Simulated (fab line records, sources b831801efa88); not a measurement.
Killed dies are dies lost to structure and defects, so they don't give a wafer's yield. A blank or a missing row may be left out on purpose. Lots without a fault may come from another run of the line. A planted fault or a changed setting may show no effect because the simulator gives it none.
fab line records | flow sfq_line
record lots=7 wafers=21 last_day=87
route steps=325 shown M0@32 I0@43 M1@58 I1@73 M8@325
lots that met no fault: from a run of the same line without faults
start_h: hours from the record's first day to the start of the lot's first wafer shown | wait_h: hours since the lot's step before | " the same as in the row above | L1.1+2: a row that stands for several wafers | - no value, or no start given | * or withheld: withheld | < > ~ a bound
route shown NAME@n: a module of which the file shows steps, and the number in the route of the first | usual: mean/standard deviation of fault-free wafers | same: alike in all rows | chamber/n: place in a boat | sites: the reading at each site | _std_site: their standard deviation | _edge_site: outer sites' mean less inner sites' | radius_mm: how far each site lies from the wafer's centre | mask NAME#n: copy n | behind: the tool/chamber that last shaped the wafer | hold: why the lot was held/for how many hours/how that ended | device: the transistor (n, p or np) that didn't switch | end of line: the same wafers' tests at the end of the route | a step without rows: its recipe alone | killed: dies lost to structure and defects at the first sort, not the wafer's yield | map: a wafer's dies, x killed, . not, _ none there
set.NAME: the setting as run; set.NAME@STEP: as run at that earlier step | model.NAME: the simulator's own value behind a step, which no gauge read
lots at some steps of the route; a table a step, a row a wafer
services: from which hour (start_h, from the record's first day; less than 0 if before it) a tool's chamber was out of use, for how many hours, and why
## steps
# step SFQ_TRILAYER_M0_LITHO_COAT_026
# recipe resist=BARC spin_rpm=3000 resist_thk_nm=62
# step SFQ_TRILAYER_M0_LITHO_COAT_021
# recipe resist=KrF spin_rpm=3000 resist_thk_nm=600
# step SFQ_TRILAYER_M0_LITHO_SOFTBAKE_025
# recipe temp_c=withheld time_s=withheld resist=KrF
# step SFQ_TRILAYER_M0_LITHO_EXPOSE_022
# recipe mask_id=M0 na=0.6 source_shape=conventional sigma_outer=0.65 target_cd_nm=500 dose_mj=14.4
# step SFQ_TRILAYER_M0_LITHO_PEB_024
# recipe peb_temp_c=115 peb_time_s=60 resist=KrF
# step SFQ_TRILAYER_M0_LITHO_DEVELOP_023
# recipe time_s=60 resist=KrF
# step SFQ_M0_OVL_MEAS_906
# usual M0_OVL=-2/6.3
# columns lot.wafer tool chamber start_h wait_h M0_OVL[nm]
L698.1 overlay-01 - 306.55 0.1 10
L698.2 " - " " 9
L698.4 " - " " 5
L712.3 overlay-01 - 435.80 0.1 2
L712.4 " - " " 2
L712.6 " - " " -3
L713.4 overlay-01 - 453.01 0.1 -11
L713.5 " - " " -11
L713.6 " - " " -5
L714.1 overlay-02 - 455.39 0.1 -1
L714.4 " - " " -4
L714.5 " - " " -2
L715.4 overlay-01 - 462.61 0.1 6
L715.5 " - " " 1
L715.6 " - " " 2
L716.1 overlay-01 - 472.19 0.1 6
L716.3 " - " " 5
L716.4 " - " " 1
L717.1 overlay-02 - 479.39 0.1 -4
L717.2 " - " " -4
L717.4 " - " " -4
# step SFQ_TRILAYER_M0_BARC_OPEN_METAL_ETCH_031
# recipe mask_material=PR chemistry=O2 target_depth_nm=125 target=BARC icp_w=600 bias_w=80 pressure_mtorr=10 time_s=41.7
# step SFQ_TRILAYER_M0_ETCH_METAL_ETCH_024
# recipe target=Nb stop_on=SiO2 mask_material=PR chemistry=Cl2/Ar target_depth_nm=240 icp_w=600 bias_w=80 pressure_mtorr=10 time_s=120
# step SFQ_TRILAYER_M0_STRIP_STRIP_025
# recipe gas=O2 power_w=200 platen_temp_c=40 overash_fraction=0.65 chemistry=O2 pressure_mtorr=50
# usual drypump_motor_current_A=5.9/0.35 he_backside_leak_sccm=3.40/0.21 oes_product_au=0.998/0.0088
# same overash_fraction=0.65
# columns lot.wafer tool chamber start_h wait_h drypump_motor_current_A he_backside_leak_sccm oes_product_au rf_hours_counter_h
L698.1 rie_metal-01 0 306.77 0.1 5.6 3.28 1.005 128
L698.2 " 1 " " 5.9 3.69 1.007 42
L698.4 " 1 " " 6.0 3.43 0.999 -
L712.3 rie_metal-03 1 436.21 0.2 6.1 3.29 1.004 -
L712.4 " 0 " " 5.6 3.31 0.996 -
L712.6 " 1 " " 6.1 3.23 1.000 -
L713.4 rie_metal-03 1 453.41 0.2 6.2 3.16 0.990 -
L713.5 " 1 " " 6.1 3.10 0.992 -
L713.6 " 0 " " 5.6 3.09 0.998 -
L714.1 rie_metal-01 0 455.61 0.1 5.7 3.26 0.996 146
L714.4 " 1 " " 6.0 3.91 0.994 -
L714.5 " 0 " " 5.7 3.37 1.004 -
L715.4 rie_metal-03 1 463.01 0.2 6.2 3.40 1.006 -
L715.5 " 0 " " 5.6 3.25 1.000 -
L715.6 " 1 " " 6.1 3.39 1.003 -
L716.1 rie_metal-01 1 472.41 0.1 6.0 3.73 1.002 62
L716.3 " 1 " " 6.0 3.77 0.988 -
L716.4 " 0 " " 5.7 3.42 0.997 -
L717.1 rie_metal-01 0 479.61 0.1 5.6 3.51 0.990 148
L717.2 " 1 " " 6.0 3.28 0.976 62
L717.4 " 1 " " 5.9 3.38 0.976 -
# step SFQ_TRILAYER_M0_STRIP_SOLV_CLEAN_026
# recipe chemistry=NMP temp_c=70 time_s=600
# step SFQ_TRILAYER_I0_DEP_PECVD_027
# recipe material=SiO2 temp_c=150 time_s=111.11 pressure_torr=2.4 rf_w=183.3 precursor=SiH4/N2O target_thk_nm=500
# step SFQ_TRILAYER_I0_CMP_CMP_028
# recipe material=SiO2 down_force_psi=3 platen_rpm=60 pad_velocity_m_s=0.94248
# usual edge_zone_pressure_frac=1.000/0.0047 head_pressure_psi=3.000/0.0068 motor_current_A=10.2/1.1 slurry_flow_ml_min=150.0/0.46 time_to_endpoint_s=214/7.3
# columns lot.wafer tool chamber start_h wait_h edge_zone_pressure_frac head_pressure_psi motor_current_A slurry_flow_ml_min time_to_endpoint_s model.SiO2_of_TRILAYER_I0_DEP_PECVD_027.thk_nm
L698.4 cmp-01 2 310.57 2.8 0.994 3.005 11.1 150.0 226 201.9
L698.1 " 3 " " 0.993 3.013 11.0 150.6 213 199.4
L698.2 " 1 312.07 4.3 1.000 3.016 12.1 149.6 214 203
L712.4 cmp-01 2 437.38 0.5 0.998 3.004 11.4 150.1 212 201
L712.3 " 0 438.38 1.5 1.005 2.993 9.3 149.5 212 201.4
L712.6 " 1 " " 0.997 2.998 11.8 150.8 216 201.7
L713.4 cmp-01 0 454.06 0.0 - - - - - 504.1
L713.5 " 0 456.06 2.0 - - - - - 512.1
L713.6 " 1 " " - - - - - 511.9
L714.1 cmp-02 3 456.46 0.0 - - - - - 488.8
L714.4 " 1 457.46 1.0 - - - - - 506.2
L714.5 " 3 458.46 2.0 - - - - - 509.6
L715.4 cmp-02 2 464.16 0.5 - - - - - 503.5
L715.5 " 1 465.66 2.0 - - - - - 498.3
L715.6 " 2 " " - - - - - 497.1
L716.3 cmp-02 1 473.26 0.0 1.012 3.003 10.4 149.6 219 200.5
L716.1 " 2 " " 1.003 3.010 10.1 150.6 214 200.5
L716.4 " 3 " " 0.998 2.998 8.3 149.6 209 199.8
L717.4 cmp-02 1 480.96 0.5 1.006 2.991 9.9 149.4 223 199.4
L717.2 " 2 " " 0.996 3.008 10.3 149.8 211 199.7
L717.1 " 3 " " 1.007 3.012 8.1 149.5 207 198.1
# step SFQ_I0_BOW_MEAS_907
# recipe mode=bow
# usual I0_BOW=2/6.9
# columns lot.wafer tool chamber start_h wait_h I0_BOW[um]
L698.1 film_metro-01 - 313.57 2.0 -5
L698.2 " - " " -6
L698.4 " - " " 1
L712.3 film_metro-03 - 439.92 1.0 1
L712.4 " - " " 0
L712.6 " - " " -1
L713.4 film_metro-01 - 457.12 2.6 0
L713.5 " - " " 4
L713.6 " - " " 4
L714.1 film_metro-02 - 459.46 2.5 3
L714.4 " - " " 6
L714.5 " - " " -7
L715.4 film_metro-02 - 466.72 2.1 6
L715.5 " - " " -6
L715.6 " - " " -5
L716.1 film_metro-03 - 476.26 2.0 -1
L716.3 " - " " -2
L716.4 " - " " -1
L717.1 film_metro-01 - 483.46 1.0 -2
L717.2 " - " " 11
L717.4 " - " " -1
# step SFQ_TRILAYER_I0_METRO_MEASURE_029
# usual thk_nm=199.9/1.1
# columns lot.wafer tool chamber start_h wait_h thk_nm
L698.1 film_metro-01 - 313.69 0.1 199.6
L698.2 " - " " 202.9
L698.4 " - " " 201.9
L712.3 film_metro-03 - 440.40 0.5 201.4
L712.4 " - " " 201.2
L712.6 " - " " 201.8
L713.4 film_metro-01 - 457.78 0.6 504.3
L713.5 " - " " 512.1
L713.6 " - " " 512.2
L714.1 film_metro-02 - 459.58 0.1 488.6
L714.4 " - " " 506.2
L714.5 " - " " 509.6
L715.4 film_metro-02 - 467.38 0.6 503.5
L715.5 " - " " 498.0
L715.6 " - " " 497.2
L716.1 film_metro-03 - 476.38 0.1 200.7
L716.3 " - " " 200.5
L716.4 " - " " 199.9
L717.1 film_metro-01 - 483.58 0.1 198.2
L717.2 " - " " 199.6
L717.4 " - " " 199.2
# step SFQ_TRILAYER_I0_VIA_LITHO_COAT_036
# recipe resist=BARC spin_rpm=3000 resist_thk_nm=62
# step SFQ_TRILAYER_I0_VIA_LITHO_COAT_031
# recipe resist=KrF spin_rpm=3000 resist_thk_nm=650
# step SFQ_TRILAYER_I0_VIA_LITHO_SOFTBAKE_035
# recipe temp_c=withheld time_s=withheld resist=KrF
# step SFQ_TRILAYER_I0_VIA_LITHO_EXPOSE_032
# recipe mask_id=I0 na=0.6 source_shape=conventional sigma_outer=0.65 target_cd_nm=500 dose_mj=21.3
# step SFQ_TRILAYER_I0_VIA_LITHO_PEB_034
# recipe peb_temp_c=115 peb_time_s=60 resist=KrF
# step SFQ_TRILAYER_I0_VIA_LITHO_DEVELOP_033
# recipe time_s=60 resist=KrF
# step SFQ_I0_OVL_MEAS_908
# usual I0_OVL=-2/5.1
# columns lot.wafer tool chamber start_h wait_h I0_OVL[nm]
L698.1 overlay-02 - 457.79 0.1 0
L698.2 " - " " 1
L698.4 " - " " 6
L712.3 overlay-01 - 602.67 0.1 -6
L712.4 " - " " -12
L712.6 " - " " -6
L713.4 overlay-02 - 613.47 0.1 -12
L713.5 " - " " -2
L713.6 " - " " -6
L714.1 overlay-02 - 615.86 0.1 -4
L714.4 " - " " -2
L714.5 " - " " -3
L715.4 overlay-01 - 621.87 0.1 -5
L715.5 " - " " 0
L715.6 " - " " 0
L716.1 overlay-01 - 629.06 0.1 -9
L716.3 " - " " -2
L716.4 " - " " -11
L717.1 overlay-01 - 633.86 0.1 4
L717.2 " - " " 2
L717.4 " - " " 2
# step SFQ_TRILAYER_I0_VIA_BARC_OPEN_VIA_ETCH_046
# recipe mask_material=PR chemistry=O2 target_depth_nm=125 target=BARC source_w=500 bias_w=80 pressure_mtorr=30 time_s=41.7
# step SFQ_TRILAYER_I0_VIA_ETCH_VIA_ETCH_034
# recipe target=SiO2 stop_on=Nb mask_material=PR taper_deg=20 chemistry=CHF3 target_depth_nm=260 source_w=500 bias_w=80 pressure_mtorr=30 time_s=withheld
# usual bias_w=80.01/0.24 drypump_motor_current_A=5.7/0.45 oes_product_au=0.854/0.0049
# columns lot.wafer tool chamber start_h wait_h bias_w drypump_motor_current_A oes_product_au model.etch.depth_nm model.I0.feature_depth_nm
L698.1 rie_diel-02 2 457.86 0.0 80.05 6.5 0.846 199.4 199.4
L698.2 " 1 " " 80.19 5.9 0.865 203 203
L698.4 " 3 " " 79.99 5.1 0.862 201.9 201.9
L712.3 rie_diel-01 0 602.73 0.0 79.82 5.6 0.860 201.4 201.4
L712.4 " 3 " " 79.96 5.4 0.856 201 201
L712.6 " 3 " " 79.54 5.4 0.856 201.7 201.7
L713.4 rie_diel-01 3 613.53 0.0 79.96 5.4 1.594 253.3 253.3
L713.5 " 2 " " 80.06 6.4 1.620 257.6 257.6
L713.6 " 1 " " 80.02 5.2 1.624 258.4 258.4
L714.1 rie_diel-04 3 615.93 0.0 80.01 5.8 1.606 254.9 254.9
L714.4 " 0 " " 80.08 5.9 1.618 258.3 258.3
L714.5 " 2 " " 79.74 6.3 1.656 265 265
L715.4 rie_diel-01 1 621.93 0.0 79.97 5.2 1.612 257.8 257.8
L715.5 " 3 " " 80.26 5.4 1.590 253.1 253.1
L715.6 " 0 " " 79.97 5.6 1.610 257.8 257.8
L716.1 rie_diel-02 0 629.13 0.0 80.00 5.4 0.853 200.5 200.5
L716.3 " 2 " " 80.23 6.5 0.856 200.5 200.5
L716.4 " 1 " " 79.89 5.8 0.853 199.8 199.8
L717.1 rie_diel-02 2 633.93 0.0 79.53 6.5 0.846 198.1 198.1
L717.2 " 3 " " 79.53 5.1 0.848 199.7 199.7
L717.4 " 1 " " 79.67 5.9 0.853 199.4 199.4
# step SFQ_TRILAYER_I0_VIA_STRIP_STRIP_035
# recipe gas=O2 power_w=200 platen_temp_c=40 overash_fraction=0.65 chemistry=O2 pressure_mtorr=50
# step SFQ_TRILAYER_I0_VIA_STRIP_SOLV_CLEAN_036
# recipe chemistry=NMP temp_c=70 time_s=600
# step SFQ_TRILAYER_M1_DEP_PRE_CLEAN_038
# recipe gas=Ar time_s=22.5 bias_v=250
# usual bias_v=249.7/2.7
# columns lot.wafer tool chamber start_h wait_h bias_v model.SiO2_of_TRILAYER_I0_DEP_PECVD_027.thk_nm
L698.1 pvd_sputter-03 - 458.75 0.0 247.5 191.9
L698.2 " - " " 248.1 195.5
L698.4 " - " " 252.5 194.4
L712.3 pvd_sputter-05 - 603.82 0.0 250.9 193.9
L712.4 " - " " 247.8 193.5
L712.6 " - " " 254.6 194.2
L713.4 pvd_sputter-05 - 614.44 0.0 250.5 496.6
L713.5 " - " " 248.7 504.6
L713.6 " - " " 252.6 504.4
L714.1 pvd_sputter-03 - 616.84 0.0 247.3 481.3
L714.4 " - " " 250.6 498.7
L714.5 " - " " 251.3 502.1
L715.4 pvd_sputter-06 - 622.82 0.0 246.9 496
L715.5 " - " " 248.3 490.8
L715.6 " - " " 248.2 489.6
L716.1 pvd_sputter-05 - 630.02 0.0 247.9 193
L716.3 " - " " 248.8 193
L716.4 " - " " 251.4 192.3
L717.1 pvd_sputter-06 - 634.82 0.0 243.1 190.6
L717.2 " - " " 249.0 192.2
L717.4 " - " " 250.8 191.9
# step SFQ_TRILAYER_M1_DEP_SPUTTER_037
# recipe material=Nb base_pressure_pa=1.33e-06 chamber_pressure_pa=0.1333 substrate_temp_c=20 resputter_cathode_voltage_v=400 target_thk_nm=200 power_w=2000 time_s=133.3
# usual throttle_valve_pct=29.9/0.8
# columns lot.wafer tool chamber start_h wait_h throttle_valve_pct
L698.1 pvd_sputter-03 - 458.78 0.0 29.4
L698.2 " - " " 28.9
L698.4 " - " " 29.8
L712.3 pvd_sputter-05 - 603.85 0.0 31.6
L712.4 " - " " 29.5
L712.6 " - " " 31.8
L713.4 pvd_sputter-05 - 614.47 0.0 29.7
L713.5 " - " " 29.8
L713.6 " - " " 29.8
L714.1 pvd_sputter-03 - 616.87 0.0 29.2
L714.4 " - " " 29.0
L714.5 " - " " 29.2
L715.4 pvd_sputter-06 - 622.85 0.0 29.1
L715.5 " - " " 29.5
L715.6 " - " " 29.6
L716.1 pvd_sputter-05 - 630.05 0.0 29.5
L716.3 " - " " 29.5
L716.4 " - " " 30.1
L717.1 pvd_sputter-06 - 634.85 0.0 29.2
L717.2 " - " " 29.9
L717.4 " - " " 29.2
# step SFQ_M1_RS_MEAS_909
# recipe thk_meas_gauge=four-point-probe reads=Nb_of_TRILAYER_M1_DEP_SPUTTER_037
# usual M1_NB_RS=0.895/0.0094
# columns lot.wafer tool chamber start_h wait_h M1_NB_RS[ohm/sq]
L698.1 film_metro-03 - 458.87 0.0 0.886
L698.2 " - " " 0.886
L698.4 " - " " 0.882
L712.3 film_metro-03 - 603.98 0.1 0.897
L712.4 " - " " 0.884
L712.6 " - " " 0.893
L713.4 film_metro-03 - 614.62 0.1 0.895
L713.5 " - " " 0.890
L713.6 " - " " 0.906
L714.1 film_metro-04 - 616.96 0.0 0.885
L714.4 " - " " 0.894
L714.5 " - " " 0.886
L715.4 film_metro-03 - 623.00 0.1 0.907
L715.5 " - " " 0.904
L715.6 " - " " 0.911
L716.1 film_metro-04 - 630.14 0.0 0.906
L716.3 " - " " 0.900
L716.4 " - " " 0.901
L717.1 film_metro-01 - 634.94 0.0 0.886
L717.2 " - " " 0.898
L717.4 " - " " 0.895
# step SFQ_TRILAYER_M1_LITHO_COAT_044
# recipe resist=BARC spin_rpm=3000 resist_thk_nm=62
# step SFQ_TRILAYER_M1_LITHO_COAT_039
# recipe resist=KrF spin_rpm=3000 resist_thk_nm=600
# step SFQ_TRILAYER_M1_LITHO_SOFTBAKE_043
# recipe temp_c=withheld time_s=withheld resist=KrF
# step SFQ_TRILAYER_M1_LITHO_EXPOSE_040
# recipe mask_id=M1 na=0.6 source_shape=conventional sigma_outer=0.65 target_cd_nm=500 dose_mj=14.4
# step SFQ_TRILAYER_M1_LITHO_PEB_042
# recipe peb_temp_c=115 peb_time_s=60 resist=KrF
# step SFQ_TRILAYER_M1_LITHO_DEVELOP_041
# recipe time_s=60 resist=KrF
# step SFQ_M1_OVL_MEAS_911
# usual M1_OVL=0/6.3
# columns lot.wafer tool chamber start_h wait_h M1_OVL[nm]
L698.1 overlay-01 - 614.66 0.1 2
L698.2 " - " " -5
L698.4 " - " " 2
L712.3 overlay-02 - 726.37 0.1 -2
L712.4 " - " " 8
L712.6 " - " " 12
L713.4 overlay-02 - 737.17 0.1 5
L713.5 " - " " 4
L713.6 " - " " -10
L714.1 overlay-02 - 739.56 0.1 1
L714.4 " - " " -3
L714.5 " - " " 4
L715.4 overlay-01 - 745.57 0.1 5
L715.5 " - " " -5
L715.6 " - " " 8
L716.1 overlay-01 - 752.76 0.1 -5
L716.3 " - " " -2
L716.4 " - " " -2
L717.1 overlay-02 - 758.76 0.1 8
L717.2 " - " " -3
L717.4 " - " " -2
# step SFQ_TRILAYER_M1_BARC_OPEN_METAL_ETCH_054
# recipe mask_material=PR chemistry=O2 target_depth_nm=125 target=BARC icp_w=600 bias_w=80 pressure_mtorr=10 time_s=41.7
# usual bias_w=79.99/0.24 drypump_motor_current_A=5.8/0.38 he_backside_leak_sccm=3.36/0.24 oes_product_au=0.685/0.0053
# columns lot.wafer tool chamber start_h wait_h bias_w drypump_motor_current_A he_backside_leak_sccm oes_product_au rf_hours_counter_h
L698.1 rie_metal-03 1 614.69 0.0 79.94 6.1 3.31 0.692 31
L698.2 " 0 " " 79.99 5.6 3.27 0.693 54
L698.4 " 0 " " 79.65 5.6 3.27 0.689 -
L712.3 rie_metal-02 1 726.41 0.0 79.64 6.5 3.59 0.683 -
L712.4 " 0 " " 80.15 5.5 3.24 0.686 -
L712.6 " 1 " " 79.82 6.5 3.66 0.693 -
L713.4 rie_metal-03 1 737.21 0.0 80.33 6.1 3.37 0.683 -
L713.5 " 0 " " 79.91 5.5 3.26 0.680 -
L713.6 " 1 " " 80.57 6.1 3.30 0.694 -
L714.1 rie_metal-03 1 739.59 0.0 79.83 6.1 3.32 0.683 51
L714.4 " 1 " " 80.32 6.1 3.32 0.688 -
L714.5 " 1 " " 80.09 6.1 3.17 0.679 -
L715.4 rie_metal-03 0 745.61 0.0 79.63 5.6 3.11 0.684 -
L715.5 " 0 " " 80.23 5.6 3.13 0.688 -
L715.6 " 1 " " 80.05 6.1 3.52 0.683 -
L716.1 rie_metal-04 1 752.79 0.0 79.93 5.4 3.15 0.683 34
L716.3 " 1 " " 80.00 5.3 3.09 0.681 -
L716.4 " 0 " " 79.84 5.9 3.74 0.675 -
L717.1 rie_metal-03 1 758.79 0.0 80.06 6.2 3.30 0.688 56
L717.2 " 0 " " 79.81 5.6 3.23 0.683 77
L717.4 " 0 " " 80.17 5.6 3.40 0.689 -
# step SFQ_TRILAYER_M1_ETCH_METAL_ETCH_042
# recipe target=Nb stop_on=SiO2 mask_material=PR chemistry=Cl2/Ar target_depth_nm=240 icp_w=600 bias_w=80 pressure_mtorr=10 time_s=120
# usual bias_w=80.00/0.23 drypump_motor_current_A=5.8/0.38 he_backside_leak_sccm=3.35/0.21 oes_product_au=0.891/0.0072
# columns lot.wafer tool chamber start_h wait_h bias_w drypump_motor_current_A he_backside_leak_sccm oes_product_au rf_hours_counter_h
L698.1 rie_metal-03 1 614.75 0.0 80.12 6.1 3.28 0.903 31
L698.2 " 0 " " 79.81 5.6 3.14 0.899 54
L698.4 " 0 " " 79.76 5.6 3.27 0.903 -
L712.3 rie_metal-02 1 726.49 0.1 79.90 6.5 3.80 0.890 -
L712.4 " 0 " " 79.92 5.6 3.25 0.902 -
L712.6 " 1 " " 80.27 6.5 3.75 0.898 -
L713.4 rie_metal-03 1 737.29 0.1 79.75 6.1 3.30 0.899 -
L713.5 " 0 " " 80.03 5.6 3.54 0.898 -
L713.6 " 1 " " 79.75 6.1 3.28 0.886 -
L714.1 rie_metal-03 1 739.65 0.0 79.90 6.1 3.30 0.896 51
L714.4 " 1 " " 79.75 6.1 3.27 0.891 -
L714.5 " 1 " " 79.95 6.1 3.40 0.899 -
L715.4 rie_metal-03 0 745.69 0.1 79.93 5.6 3.27 0.879 -
L715.5 " 0 " " 79.75 5.6 3.16 0.882 -
L715.6 " 1 " " 79.78 6.1 3.32 0.884 -
L716.1 rie_metal-04 1 752.85 0.0 80.22 5.3 3.04 0.883 34
L716.3 " 1 " " 80.06 5.3 3.27 0.885 -
L716.4 " 0 " " 79.83 5.9 3.37 0.883 -
L717.1 rie_metal-03 1 758.85 0.0 80.12 6.1 3.29 0.892 56
L717.2 " 0 " " 79.91 5.6 3.20 0.889 77
L717.4 " 0 " " 79.99 5.6 3.35 0.900 -
# step SFQ_TRILAYER_M1_STRIP_STRIP_043
# recipe gas=O2 power_w=200 platen_temp_c=40 overash_fraction=0.65 chemistry=O2 pressure_mtorr=50
# step SFQ_TRILAYER_M1_STRIP_SOLV_CLEAN_044
# recipe chemistry=NMP temp_c=70 time_s=600
# step SFQ_TRILAYER_I1_DEP_PECVD_045
# recipe material=SiO2 temp_c=150 time_s=111.11 pressure_torr=2.4 rf_w=183.3 precursor=SiH4/N2O target_thk_nm=500
# usual heater_power_outer_w=28/10 heater_power_w=80/22 throttle_valve_pct=24.5/1.2
# columns lot.wafer tool chamber start_h wait_h heater_power_outer_w heater_power_w throttle_valve_pct
L698.1 pecvd-01 2 615.65 0.0 34 85 27.2
L698.2 " 0 " " 16 61 25.1
L698.4 " 2 " " 21 70 27.2
L712.3 pecvd-01 2 727.35 0.0 26 75 27.0
L712.4 " 1 " " 36 104 23.9
L712.6 " 0 " " 15 57 25.2
L713.4 pecvd-04 1 738.21 0.0 27 78 25.0
L713.5 " 2 " " 22 75 23.8
L713.6 " 0 " " 30 83 23.6
L714.1 pecvd-02 1 740.57 0.0 31 97 24.5
L714.4 " 2 " " 12 41 24.9
L714.5 " 1 " " 37 107 24.5
L715.4 pecvd-04 1 746.61 0.0 27 77 24.8
L715.5 " 2 " " 27 80 24.0
L715.6 " 0 " " 29 82 23.4
L716.1 pecvd-02 1 753.75 0.0 41 111 24.3
L716.3 " 1 " " 29 95 24.5
L716.4 " 2 " " 6 33 24.6
L717.1 pecvd-04 0 759.75 0.0 38 95 23.5
L717.2 " 1 " " 23 73 24.8
L717.4 " 1 " " 25 74 25.0
# step SFQ_M8_BOW_MEAS_951
# recipe mode=bow
# usual M8_BOW=8/10
# columns lot.wafer tool chamber start_h wait_h M8_BOW[um] model.etest.i0.link_ohm
L698.1 film_metro-01 - 1801.28 0.0 12 1.976
L698.2 " - " " 11 1.968
L698.4 " - " " 19 1.963
L712.3 film_metro-03 - 2025.40 0.0 6 1.953
L712.4 " - " " 4 1.949
L712.6 " - " " 3 1.957
L713.4 film_metro-01 - 2037.48 0.1 0 1e+06
L713.5 " - " " 4 1e+06
L713.6 " - " " 3 1e+06
L714.1 film_metro-02 - 2042.16 0.0 -5 1e+06
L714.4 " - " " -1 1e+06
L714.5 " - " " -14 1e+06
L715.4 film_metro-03 - 2050.62 0.1 2 1e+06
L715.5 " - " " -10 1e+06
L715.6 " - " " -10 1e+06
L716.1 film_metro-01 - 2051.89 0.0 18 1.973
L716.3 " - " " 18 1.964
L716.4 " - " " 17 1.978
L717.1 film_metro-02 - 2097.39 0.0 -8 1.957
L717.2 " - " " 4 1.97
L717.4 " - " " -8 1.971
## services
# columns tool chamber start_h hours kind
rie_metal-03 - 283.13 0.6 repair
cmp-02 - 286.30 1.2 repair
rie_metal-01 1 295.68 6.8 repair
cmp-02 - 308.62 2.3 repair
cmp-02 - 317.10 2.8 repair
pvd_sputter-05 - 333.18 11.9 repair
pvd_sputter-06 - 384.71 3.1 repair
cmp-02 - 410.73 4.0 pm
pvd_sputter-06 - 430.60 8.9 repair
cmp-02 - 431.47 6.8 pm
rie_metal-01 - 433.65 3.9 repair
pvd_sputter-03 - 457.10 1.5 repair
pvd_sputter-05 - 466.76 2.5 repair
pvd_sputter-03 - 472.38 1.8 repair
pvd_sputter-05 - 477.67 3.8 repair
pvd_sputter-03 - 495.54 6.2 repair
rie_metal-03 - 544.05 1.4 repair
pvd_sputter-03 - 608.58 0.5 repair
pvd_sputter-03 - 610.44 3.4 repair
pvd_sputter-06 - 617.46 5.3 repair
rie_metal-03 - 628.69 0.4 repair
rie_metal-03 1 659.17 1.6 repair
rie_metal-03 0 688.31 6.8 repair
cmp-02 - 698.15 5.1 pm
## key
first_sign step=SFQ_TRILAYER_I0_CMP_CMP_028 reading=tool_record direction=missing
effect step=SFQ_TRILAYER_I0_METRO_MEASURE_029 reading=thk_nm direction=up sigmas=99+ usual=199.9 struck=503.5
effect step=SFQ_TRILAYER_I0_VIA_ETCH_VIA_ETCH_034 reading=oes_product_au direction=up sigmas=99+ usual=0.854 struck=1.615
model_effect step=SFQ_TRILAYER_I0_CMP_CMP_028 value=SiO2_of_TRILAYER_I0_DEP_PECVD_027.thk_nm without=199.4 struck=503.5
model_effect step=SFQ_TRILAYER_I0_VIA_ETCH_VIA_ETCH_034 value=etch.depth_nm without=199.4 struck=257.3
model_effect step=SFQ_TRILAYER_M1_DEP_PRE_CLEAN_038 value=SiO2_of_TRILAYER_I0_DEP_PECVD_027.thk_nm without=191.9 struck=496
model_effect step=SFQ_M8_BOW_MEAS_951 value=etest.i0.link_ohm without=1.976 struck=1e+06
met_at SFQ_TRILAYER_I0_CMP_CMP_028
struck_wafers L713.4,L713.5,L713.6,L714.1,L714.4,L714.5,L715.4,L715.5,L715.6
onset_between 437.38 454.06
fault kind=skipped_step_whole tool=cmp-01,cmp-02 chamber=- onset_h=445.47 steps=SFQ_TRILAYER_I0_CMP_CMP_028 scope=struck_lots_only
